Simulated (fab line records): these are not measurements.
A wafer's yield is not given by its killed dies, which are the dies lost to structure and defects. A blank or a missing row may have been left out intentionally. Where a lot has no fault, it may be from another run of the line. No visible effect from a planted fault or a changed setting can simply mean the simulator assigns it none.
fab line records | flow sky130
[record] lots = 5 | wafers = 15 | last_day = 48
route steps=708 shown VIA2@516 METAL3@532 CAPM@537 PAD_OPEN@708
lots with no fault: from the same line, run without faults
start_h: start of the lot's first displayed wafer, in hours after the record's first day | wait_h: how many hours have passed since the lot's step before this one | " unchanged from the row above | L1.1+2: one row covering several wafers at once | - no value, or no start was given | * or withheld: withheld | < > ~ a bound
route shown NAME@n: a module of which the file shows steps, and the number in the route of the first | usual: mean/standard deviation of fault-free wafers | same: alike in all rows | chamber/n: place in a boat | sites: each site's reading | _std_site: how widely they spread, as a standard deviation | _edge_site: mean of outer sites minus mean of inner sites | radius_mm: how far each site lies from the wafer's centre | mask NAME#n: copy n | behind: the last tool/chamber to shape the wafer | hold: reason for holding the lot/hours on hold/outcome of the hold | device: the n, p or np transistor that did not switch | end of line: the tests these same wafers got at the end of their route | a step given without rows: its recipe and nothing more | killed: at the first sort, the dies lost to defects and structure; wafer yield is something else | map: a wafer's dies, marking killed ones x, the rest . and places with no die _
set.NAME: the setting as run; set.NAME@STEP: as run at that earlier step | model.NAME: the simulator's own value behind a step, which no gauge read
lots at some steps of the route; a table a step, a row a wafer
services: a tool's chamber out of use, with start hour (start_h, from the record's first day; less than 0 if before it), hours out, and reason
[[steps]]
[step SKY_VIA2_EXPOSE_09]
[recipe] mask_id = VIM2 | na = 0.8 | source_shape = annular | sigma_inner = 0.55 | sigma_outer = 0.85 | target_cd_nm = 200 | dose_mj = 38
[step SKY_VIA2_PEB_10]
[recipe] peb_temp_c = withheld | peb_time_s = withheld | resist = KrF-thick
[step SKY_VIA2_DEVELOP_11]
[recipe] develop_time_s = 60 | resist = KrF-thick | dev_temp_c = 21
[step SKY_VIA2_ETCH_14]
[recipe] chemistry = N2/H2 | target = BARC | ion_energy_ev = 200 | source_w = 500 | bias_w = 100 | pressure_mtorr = 30 | n2_flow_sccm = 100 | h2_flow_sccm = 200 | stop_on = SiO2 | time_s = 45.9 | target_depth_a = 600
[step SKY_VIA2_ETCH_15]
[recipe] target = SiO2 | chemistry = C4F8/O2/Ar | target_depth_nm = 546 | stop_on = TiN | mask_material = KrF-thick | source_w = 1500 | bias_w = 1200 | pressure_mtorr = 40 | c4f8_flow_sccm = withheld | O2_flow_sccm = 6 | Ar_flow_sccm = 300 | time_s = 84
[step SKY_VIA2_STRIP_16]
[recipe] chemistry = O2/N2 | power_w = 1400 | pressure_mtorr = 1500 | platen_temp_c = withheld | o2_flow_sccm = 3000 | n2_flow_sccm = 300 | overash_fraction = 0.5
[step SKY_VIA2_STRIP_17]
[recipe] chemistry = post_etch_residue_remover | time_s = 1200 | temp_c = 72.5
[step SKY_VIA2_CLEAN_18]
[recipe] chemistry = IPA | time_s = 180 | temp_c = 25
[step SKY_VIA2_CLEAN_19]
[recipe] chemistry = O3/DIW | dry = n2_spin
[step SKY_VIA2_SPUTTER_20]
[recipe] material = TiN | target_thk_nm = 20 | chamber_pressure_pa = 5 | power_w = 4000 | time_s = 80
[step SKY_VIA2_CVD_21]
[recipe] material = W | target_thk_nm = 420 | time_s = 126.4 | temp_c = 400 | pressure_torr = 40
[usual] heater_power_w = 915/110
lot.wafer | tool     | chamber | start_h | wait_h | heater_power_w | since_wet_clean_h
L487.2    | cvd_w-01 | 0       | 878.95  | 0.0    | 797            | 975
L487.5    | "        | 0       | "       | "      | 787            | -
L487.6    | "        | 1       | "       | "      | 1045           | -
L486.1    | cvd_w-02 | 0       | 882.97  | 0.0    | 844            | 479
L486.2    | "        | 1       | "       | "      | 1053           | 479
L486.4    | "        | 0       | "       | "      | 847            | -
L491.1    | cvd_w-02 | 1       | 922.17  | 0.0    | 1049           | 518
L491.2    | "        | 0       | "       | "      | 846            | 518
L491.4    | "        | 1       | "       | "      | 1070           | -
L492.2    | cvd_w-02 | 0       | 934.32  | 0.0    | 835            | 530
L492.3    | "        | 1       | "       | "      | 1026           | -
L492.5    | "        | 0       | "       | "      | 822            | -
L494.2    | cvd_w-02 | 1       | 940.60  | 0.0    | 1030           | 537
L494.3    | "        | 1       | "       | "      | 1045           | -
L494.6    | "        | 0       | "       | "      | 851            | -
[step SKY_VIA2_CMP_24]
[recipe] stop_on = SiO2 | t_overpolish_s = 20 | down_force_psi = 3.5 | platen_rpm = 60 | target_thk_nm = 0 | pad_velocity_m_s = 0.94248
[step SKY_METAL3_SPUTTER_00]
[recipe] material = Ti | target_thk_nm = 15 | power_w = 3000 | time_s = 10 | chamber_pressure_pa = 0.4
[step SKY_METAL3_SPUTTER_01]
[recipe] material = TiN | target_thk_nm = 20 | power_w = 6500 | time_s = 16.7 | chamber_pressure_pa = 0.4
[step SKY_METAL3_SPUTTER_02]
[recipe] material = AlCu | target_thk_nm = 735 | power_w = 10600 | time_s = 39.1 | chamber_pressure_pa = 0.4
[step SKY_METAL3_SPUTTER_03]
[recipe] material = Ti | target_thk_nm = 5 | power_w = 3000 | time_s = 3.3 | chamber_pressure_pa = 0.4
[step SKY_METAL3_SPUTTER_04]
[recipe] material = TiN | target_thk_nm = 70 | power_w = 6500 | time_s = 58.3 | chamber_pressure_pa = 0.4
[step SKY_CAPM_CVD_00]
[recipe] material = SiO2 | target_thk_nm = 15.5 | temp_c = 400 | time_s = withheld | rf_w = 450
[step SKY_CAPM_SPUTTER_02]
[recipe] material = TiN | target_thk_nm = 200 | temp_c = 300 | power_w = 6500 | time_s = 166.7 | chamber_pressure_pa = 0.4
[step SKY_CAPM_DEHYDRATE_05]
[recipe] temp_c = 200 | time_s = 60
[step SKY_CAPM_HMDS_06]
[recipe] prime_time_s = 60 | prime_temp_c = 120
[step SKY_CAPM_COAT_07]
[recipe] resist = NOVOLAK | spin_rpm = 3000 | resist_thk_nm = 1140
[step SKY_CAPM_SOFTBAKE_08]
[recipe] temp_c = 90 | time_s = 60 | resist = NOVOLAK
[step SKY_CAPM_EXPOSE_09]
[recipe] mask_id = CAPM | na = 0.6 | source_shape = conventional | sigma_outer = 0.6 | polarization = unpolarized | target_cd_nm = 1000 | dose_mj = 159
[step SKY_CAPM_PEB_10]
[recipe] temp_c = withheld | time_s = * | resist = NOVOLAK
[step SKY_CAPM_DEVELOP_11]
[recipe] resist = NOVOLAK | developer = TMAH | develop_time_s = 60 | dev_temp_c = 23
[step SKY_CAPM_METAL_ETCH_13]
[recipe] target_depth_nm = 220 | stop_on = SiO2 | chemistry = Cl2/BCl3 | target = TiN | pressure_mtorr = 10 | icp_w = 900 | bias_w = 48.5 | Cl2_flow_sccm = 60 | bcl3_flow_sccm = 30 | time_s = 62.9
[step SKY_CAPM_STRIP_14]
[recipe] chemistry = O2/N2 | power_w = 1400 | pressure_mtorr = 1500 | platen_temp_c = withheld | o2_flow_sccm = 3000 | n2_flow_sccm = 300 | overash_fraction = 0.5
[step SKY_CAPM_STRIP_15]
[recipe] chemistry = post_etch_residue_remover | time_s = 1200 | temp_c = 72.5
[step SKY_CAPM_CLEAN_16]
[recipe] chemistry = IPA | time_s = 180 | temp_c = 25
[step SKY_CAPM_CLEAN_17]
[recipe] chemistry = O3/DIW | dry = n2_spin
[step SKY_METAL3_DEHYDRATE_05]
[recipe] temp_c = 200 | time_s = 60
[step SKY_METAL3_HMDS_06]
[recipe] prime_time_s = 60 | prime_temp_c = 120
[step SKY_METAL3_COAT_07]
[recipe] resist = BARC | temp_c = withheld | time_s = withheld | spin_rpm = 3000 | resist_thk_nm = 60
[step SKY_PAD_OPEN_PROBE_99]
[usual] defect_limited_yield = 82.3/2 | killed_at_M0_to_M3 = 43/7.3 | killed_at_M4_up = 3.1/1.7 | killed_at_contacts = 25/5.3 | killed_at_front_end = 15/4.3 | killed_at_other = 0.2/0.54 | killed_dies = 87/10 | killed_on_rim = 17/3.9 | killed_open = 48/7.6 | killed_short = 38/6.1 | sort_bin_3_pad_short = 0.9/0.42 | sort_bin_5_function = 10.5/1.5 | sort_bin_6_memory = 6.3/1.2 | sort_n_pass = 405/10 | sort_yield_pct = 82.3/2
[same] gross_dies = 492 | killed_at_back_side = 0 | sort_bin_4_leakage[%] = 0 | sort_bin_8_speed[%] = 0
lot.wafer | tool      | chamber | start_h | wait_h | defect_limited_yield[%] | killed_at_M0_to_M3 | killed_at_M4_up | killed_at_contacts | killed_at_front_end | killed_at_other | killed_dies | killed_on_rim | killed_open | killed_short | sort_bin_3_pad_short[%] | sort_bin_5_function[%] | sort_bin_6_memory[%] | sort_n_pass | sort_yield_pct[%] | model.etest.tester.sort_n_pass | model.etest.tester.sort_yield_pct | model.etest.tester.sort_bin_5_pct | model.etest.tester.sort_bin_3_pct
L487.2    | prober-01 | -       | 1098.33 | 0.1    | 81.9                    | 40                 | 4               | 27                 | 18                  | 0               | 89          | 17            | 44          | 45           | 1.6                     | 9.1                    | 7.3                  | 403         | 81.9              | 403                            | 81.91                             | 9.146                             | 1.626
L487.5    | prober-01 | -       | 1098.48 | 0.2    | 80.3                    | 45                 | 6               | 29                 | 17                  | 0               | 97          | 22            | 55          | 42           | 0.4                     | 11.4                   | 7.9                  | 395         | 80.3              | 395                            | 80.28                             | 11.38                             | 0.4065
L487.6    | prober-01 | -       | 1098.53 | 0.2    | 85.6                    | 30                 | 4               | 22                 | 15                  | 0               | 71          | 18            | 35          | 36           | 1.4                     | 7.7                    | 5.3                  | 421         | 85.6              | 421                            | 85.57                             | 7.724                             | 1.423
L486.1    | prober-02 | -       | 1106.36 | 0.1    | 80.9                    | 42                 | 5               | 32                 | 15                  | 0               | 94          | 11            | 55          | 38           | 1.2                     | 11.4                   | 6.5                  | 398         | 80.9              | 398                            | 80.89                             | 11.38                             | 1.22
L486.2    | prober-02 | -       | 1106.41 | 0.1    | 80.9                    | 47                 | 2               | 24                 | 18                  | 3               | 94          | 15            | 52          | 42           | 0.4                     | 12.8                   | 5.9                  | 398         | 80.9              | 398                            | 80.89                             | 12.8                              | 0.4065
L486.4    | prober-02 | -       | 1106.51 | 0.2    | 82.7                    | 41                 | 2               | 21                 | 21                  | 0               | 85          | 17            | 48          | 37           | 1.4                     | 11.2                   | 4.7                  | 407         | 82.7              | 407                            | 82.72                             | 11.18                             | 1.423
L491.1    | prober-01 | -       | 1135.55 | 0.1    | 82.7                    | 36                 | 2               | 32                 | 15                  | 0               | 85          | 14            | 40          | 45           | 0.2                     | 10.2                   | 6.9                  | 407         | 82.7              | 407                            | 82.72                             | 10.16                             | 0.2033
L491.2    | prober-01 | -       | 1135.60 | 0.1    | 74.0                    | 87                 | 2               | 24                 | 15                  | 0               | 128         | 21            | 56          | 33           | 2.8                     | 15.0                   | 8.1                  | 364         | 74.0              | 364                            | 73.98                             | 15.04                             | 2.846
L491.4    | prober-01 | -       | 1135.70 | 0.2    | 81.9                    | 44                 | 2               | 29                 | 14                  | 0               | 89          | 15            | 45          | 43           | 2.0                     | 12.4                   | 3.7                  | 403         | 81.9              | 403                            | 81.91                             | 12.4                              | 2.033
L492.2    | prober-01 | -       | 1145.58 | 0.1    | 76.8                    | 76                 | 6               | 19                 | 13                  | 0               | 114         | 21            | 34          | 37           | 2.2                     | 13.8                   | 7.1                  | 378         | 76.8              | 378                            | 76.83                             | 13.82                             | 2.236
L492.3    | prober-01 | -       | 1145.63 | 0.2    | 82.1                    | 41                 | 4               | 30                 | 13                  | 0               | 88          | 19            | 49          | 39           | 1.0                     | 11.6                   | 5.3                  | 404         | 82.1              | 404                            | 82.11                             | 11.59                             | 1.016
L492.5    | prober-01 | -       | 1145.73 | 0.2    | 73.0                    | 87                 | 3               | 24                 | 19                  | 0               | 133         | 17            | 54          | 32           | 2.4                     | 18.1                   | 6.5                  | 359         | 73.0              | 359                            | 72.97                             | 18.09                             | 2.439
L494.2    | prober-02 | -       | 1150.12 | 0.1    | 83.9                    | 38                 | 2               | 22                 | 17                  | 0               | 79          | 16            | 45          | 32           | 0.6                     | 10.2                   | 5.3                  | 413         | 83.9              | 413                            | 83.94                             | 10.16                             | 0.6098
L494.3    | prober-02 | -       | 1150.17 | 0.2    | 82.5                    | 48                 | 3               | 18                 | 16                  | 1               | 86          | 17            | 52          | 34           | 1.2                     | 8.9                    | 7.3                  | 406         | 82.5              | 406                            | 82.52                             | 8.943                             | 1.22
L494.6    | prober-02 | -       | 1150.32 | 0.2    | 73.0                    | 93                 | 2               | 26                 | 12                  | 0               | 133         | 24            | 57          | 31           | 2.8                     | 15.0                   | 9.1                  | 359         | 73.0              | 359                            | 72.97                             | 15.04                             | 2.846
// killed by level:class
L487.2 CONTACT:geometric_particle:open=14 VIA1:geometric_particle:open=11 METAL2:geometric_particle:short=11 FIELD_ISO:geometric_particle:short=6 LI_CONTACT:geometric_particle:open=5 VIA2:geometric_particle:open=5 POLY_GATE:geometric_particle:short=4 VIA1:geometric_particle:short=3
L487.5 VIA1:geometric_particle:open=11 CONTACT:geometric_particle:open=10 VIA3:geometric_particle:open=9 LI_CONTACT:geometric_particle:open=7 CONTACT:geometric_particle:short=5 FIELD_ISO:geometric_particle:short=4 FIELD_ISO:geometric_particle:open=4 VIA1:geometric_particle:short=4
L487.6 CONTACT:geometric_particle:open=8 VIA2:geometric_particle:open=7 VIA1:geometric_particle:open=6 METAL2:geometric_particle:short=5 CONTACT:geometric_particle:short=5 FIELD_ISO:geometric_particle:short=4 LI_CONTACT:geometric_particle:open=4 LOCAL_INTERCONNECT:geometric_particle:short=4
L486.1 CONTACT:geometric_particle:open=13 METAL1:geometric_particle:short=9 VIA1:geometric_particle:open=9 VIA2:geometric_particle:open=9 LI_CONTACT:geometric_particle:open=7 CONTACT:geometric_particle:short=6 VIA1:geometric_particle:short=6 FIELD_ISO:geometric_particle:open=4
L486.2 METAL1:geometric_particle:short=10 CONTACT:geometric_particle:open=8 VIA3:geometric_particle:open=7 VIA2:geometric_particle:open=7 LI_CONTACT:geometric_particle:open=6 METAL2:geometric_particle:short=6 FIELD_ISO:geometric_particle:open=5 CONTACT:geometric_particle:short=5
L486.4 VIA1:geometric_particle:open=9 LI_CONTACT:geometric_particle:open=7 METAL1:geometric_particle:short=7 VIA2:geometric_particle:open=7 FIELD_ISO:geometric_particle:short=6 POLY_GATE:geometric_particle:open=5 CONTACT:geometric_particle:open=4 CONTACT:geometric_particle:short=4
L491.1 VIA1:geometric_particle:open=12 CONTACT:geometric_particle:short=8 CONTACT:geometric_particle:open=8 METAL2:geometric_particle:short=7 LOCAL_INTERCONNECT:geometric_particle:short=6 LI_CONTACT:geometric_particle:short=5 LI_CONTACT:geometric_particle:open=5 FIELD_ISO:geometric_particle:open=4
L491.2 VIA2:unspecified=39 VIA3:geometric_particle:open=13 VIA1:geometric_particle:open=10 CONTACT:geometric_particle:open=7 METAL2:geometric_particle:short=6 VIA2:geometric_particle:open=6 POLY_GATE:geometric_particle:open=5 LI_CONTACT:geometric_particle:open=5
L491.4 VIA1:geometric_particle:open=15 LI_CONTACT:geometric_particle:open=12 CONTACT:geometric_particle:short=6 METAL2:geometric_particle:short=5 CONTACT:geometric_particle:open=5 METAL3:geometric_particle:short=5 LOCAL_INTERCONNECT:geometric_particle:short=4 VIA1:geometric_particle:short=4
L492.2 VIA2:unspecified=43 VIA1:geometric_particle:short=9 VIA1:geometric_particle:open=7 CONTACT:geometric_particle:open=7 FIELD_ISO:geometric_particle:short=5 METAL1:geometric_particle:short=5 METAL4:geometric_particle:short=4 LI_CONTACT:geometric_particle:open=4
L492.3 CONTACT:geometric_particle:open=13 VIA1:geometric_particle:open=12 LI_CONTACT:geometric_particle:open=6 VIA2:geometric_particle:open=5 VIA3:geometric_particle:open=5 LOCAL_INTERCONNECT:geometric_particle:short=4 METAL1:geometric_particle:short=4 VIA1:geometric_particle:short=4
L492.5 VIA2:unspecified=47 CONTACT:geometric_particle:open=13 VIA1:geometric_particle:open=10 VIA3:geometric_particle:open=10 FIELD_ISO:geometric_particle:open=5 VIA2:geometric_particle:open=5 POLY_GATE:geometric_particle:short=4 CONTACT:geometric_particle:short=4
L494.2 VIA1:geometric_particle:open=8 POLY_GATE:geometric_particle:short=7 LI_CONTACT:geometric_particle:open=7 VIA3:geometric_particle:open=6 CONTACT:geometric_particle:open=6 CONTACT:geometric_particle:short=6 VIA2:geometric_particle:open=6 METAL2:geometric_particle:short=4
L494.3 VIA1:geometric_particle:open=13 METAL2:geometric_particle:short=8 CONTACT:geometric_particle:open=7 POLY_GATE:geometric_particle:open=6 VIA3:geometric_particle:open=6 FIELD_ISO:geometric_particle:short=5 METAL2:geometric_particle:open=5 LI_CONTACT:geometric_particle:open=4
L494.6 VIA2:unspecified=45 VIA1:geometric_particle:open=13 CONTACT:geometric_particle:open=10 LI_CONTACT:geometric_particle:open=9 VIA3:geometric_particle:open=8 VIA2:geometric_particle:open=5 VIA1:geometric_particle:short=5 POLY_GATE:geometric_particle:open=4
// map L491.2 (x killed, . not)
__________x........._________
________....x........._______
______............xx...x_____
_____x..xx....xxxxxx.xxxx____
____x.....xxx..x...xxxxxxx___
___....x.x.x........xxxxxx.__
__......x....x..x.xxxxxxxx.._
_.......x..x......xxxxxxxx...
_.x......x........xxxx.xxx...
_....x..x......x....x.xx....x
_x.....x.x.......x..xx.x.x..x
_...........x.xx...........xx
_.......x.......x..x....x.x..
_x.x........x.....x..........
_........x..x...x.xxx.x......
__.......x..x....x.x........_
___.......................x__
____.x.....x....x......x.x___
_____x......xx...........____
______....x.xx.x.x......_____
________..x..x........_______
__________.......xx._________
// map L492.5 (x killed, . not)
__________x..x......_________
________xx...........x_______
______x..x.xx.x.x......x_____
_____...x.x....x.xx.xxxx.____
____....x.x.x......xxxxxxx___
___..x....x...x....xxxxxxx.__
__..x..xx.xx...xx.xxxxxxx..._
_.xx...........xx..xxxxxxx.x.
_...x.x.....x...x...xxxxxx.x.
_........x.......xx.x.xxxx...
_.x..x........x.........x....
_....x...x...xx....x.........
_..x.......x...xxx......x....
_...x..x.....x.x.....x.x...x.
_..x....x..x.....xx..........
__..x..x..x.x.x.x..........._
___...x.x..................__
____..x..........x........___
_____.x..x..x....x......x____
______...x.............._____
________.xx.x.....x..._______
__________.........._________
[[services]]
tool     | chamber | start_h | hours | kind
cvd_w-02 | -       | 880.81  | 1.6   | repair
cvd_w-01 | -       | 888.48  | 6.0   | pm
cvd_w-01 | -       | 904.00  | 14.0  | pm
cvd_w-01 | 0       | 904.00  | 14.0  | vent_cycle
cvd_w-01 | 1       | 904.00  | 14.0  | vent_cycle
cvd_w-01 | 0       | 918.00  | -     | clean
cvd_w-01 | 1       | 918.00  | -     | clean
cvd_w-02 | -       | 918.58  | 2.8   | pm
[[key]]
[first_sign] step = SKY_PAD_OPEN_PROBE_99 | reading = killed_at_M0_to_M3 | direction = up | sigmas = 5.8 | usual = 43 | struck = 86
[effect] step = SKY_PAD_OPEN_PROBE_99 | reading = sort_bin_3_pad_short | direction = up | sigmas = 4.1 | usual = 0.9 | struck = 2.6
[model_effect] step = SKY_PAD_OPEN_PROBE_99 | value = etest.tester.sort_n_pass | without = 401.8 | struck = 365
met_at SKY_VIA2_CVD_21
struck_wafers L491.2,L492.2,L492.5,L494.6
onset_between 882.97 922.17
[fault] kind = chamber_particle_source | tool = cvd_w-02 | chamber = 0 | onset_h = 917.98 | steps = SKY_VIA2_CVD_21 | rate_per_visit_cm2 = 0.55657 | end_h = 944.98
